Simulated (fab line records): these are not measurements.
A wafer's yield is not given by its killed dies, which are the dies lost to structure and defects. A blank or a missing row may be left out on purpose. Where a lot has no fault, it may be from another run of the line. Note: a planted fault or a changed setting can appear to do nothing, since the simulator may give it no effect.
Matching of chambers :: flow gf180mcu :: GF_HV_LDD_ETCHBACK_58 on rieDiel-04: 4 sister chambers
The step etches Si3N4 in CH3F/O2, stops on SiO2, time 100 s, target depth 90 nm. 4 wafers are shown with their chamber, then 7 later ones without.

== EACH WAFER AND ITS CHAMBER ==
wafer: L216.1
chamber: 3
drypumpMotorCurrentA (A): 5.39

wafer: L224.6
chamber: 1
drypumpMotorCurrentA (A): 5.79

wafer: L230.6
chamber: 2
drypumpMotorCurrentA (A): 5.36

wafer: L231.4
chamber: 0
drypumpMotorCurrentA (A): 6.01

== WAFERS MISSING THEIR CHAMBER ==
wafer: L231.5
drypumpMotorCurrentA (A): 5.38

wafer: L232.4
drypumpMotorCurrentA (A): 6.00

wafer: L232.5
drypumpMotorCurrentA (A): 5.41

wafer: L232.6
drypumpMotorCurrentA (A): 5.36

wafer: L235.1
drypumpMotorCurrentA (A): 5.37

wafer: L235.5
drypumpMotorCurrentA (A): 5.77

wafer: L235.6
drypumpMotorCurrentA (A): 5.38

== EACH ONE'S CHAMBER ==
wafer: L231.5
from the rows above: can't be placed: 3 or 2
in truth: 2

wafer: L232.4
from the rows above: 0
in truth: 0

wafer: L232.5
from the rows above: 3
in truth: 3

wafer: L232.6
from the rows above: 2
in truth: 2

wafer: L235.1
from the rows above: can't be placed: 2 or 3
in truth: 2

wafer: L235.5
from the rows above: 1
in truth: 1

wafer: L235.6
from the rows above: can't be placed: 3 or 2
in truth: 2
Placed correctly: 4 of 7. From these rows, 3 cannot be placed; in 3 the true chamber is one of the candidates. Number placed wrongly: 0.
How it was worked out, from the rows above alone: a wafer's distance from a chamber is the root of the sum, over the readings, of the square of ((its reading less the chamber's mean) divided by the reading's scatter). If the next closest chamber is less than 2 further off than the closest, the wafer can't be placed; otherwise it belongs to the closest. Each chamber's mean is taken over the wafers shown for it. The scatter: with one shown wafer a chamber, the root of the mean of the squares of how far each hidden wafer lies from its nearest shown one.
